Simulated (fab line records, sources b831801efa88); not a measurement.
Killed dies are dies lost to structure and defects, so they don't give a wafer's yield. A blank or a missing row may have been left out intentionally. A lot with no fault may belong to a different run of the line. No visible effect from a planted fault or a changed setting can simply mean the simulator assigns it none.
Matching of chambers + flow sky130 + cmp-01 running SKY_VIA2_CMP_02: 4 sister chambers
The step polishes SiO2. 8 wafers are shown with their chamber, then 11 later ones without.

## WAFERS PAIRED WITH THEIR CHAMBERS
| wafer  | chamber | motor_current_A (A) |
|--------|---------|---------------------|
| L077.2 | 2       | 8.9                 |
| L078.1 | 2       | 9.6                 |
| L078.5 | 3       | 13.0                |
| L080.2 | 3       | 12.7                |
| L079.2 | 1       | 14.7                |
| L079.3 | 0       | 12.5                |
| L079.6 | 0       | 13.0                |
| L081.1 | 1       | 14.9                |

## WAFERS WITHOUT THEIR CHAMBER
| wafer  | motor_current_A (A) |
|--------|---------------------|
| L081.2 | 9.2                 |
| L081.6 | 9.0                 |
| L085.1 | 14.1                |
| L085.4 | 13.6                |
| L085.5 | 9.6                 |
| L094.2 | 13.2                |
| L094.3 | 15.7                |
| L094.5 | 12.8                |
| L097.1 | 13.6                |
| L097.4 | 13.7                |
| L097.5 | 12.8                |

## EACH ONE'S CHAMBER
| wafer  | from the rows above          | in truth |
|--------|------------------------------|----------|
| L081.2 | 2                            | 2        |
| L081.6 | 2                            | 2        |
| L085.1 | can't be placed: 1 or 3 or 0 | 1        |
| L085.4 | can't be placed: 3 or 0 or 1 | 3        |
| L085.5 | 2                            | 2        |
| L094.2 | can't be placed: 3 or 0      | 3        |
| L094.3 | 1                            | 1        |
| L094.5 | can't be placed: 3 or 0      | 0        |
| L097.1 | can't be placed: 3 or 0 or 1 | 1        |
| L097.4 | can't be placed: 3 or 0 or 1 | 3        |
| L097.5 | can't be placed: 3 or 0      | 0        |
Correct placement for 4 of the 11. Not placeable from these rows: 7 (in 7, the candidates include the true chamber). 0 placed wrongly.
How it was worked out, from the rows above alone: a wafer's distance from a chamber is the root of the sum, over the readings, of the square of ((its reading less the chamber's mean) divided by the reading's scatter). The wafer belongs to the nearest chamber; if the next one is less than 2 further off, it can't be placed. A chamber's mean is the mean of its shown wafers. How the scatter is found: for the shown wafers, subtract from each reading the mean of its chamber, square and add these, divide the total by (wafers less chambers), then take the root.
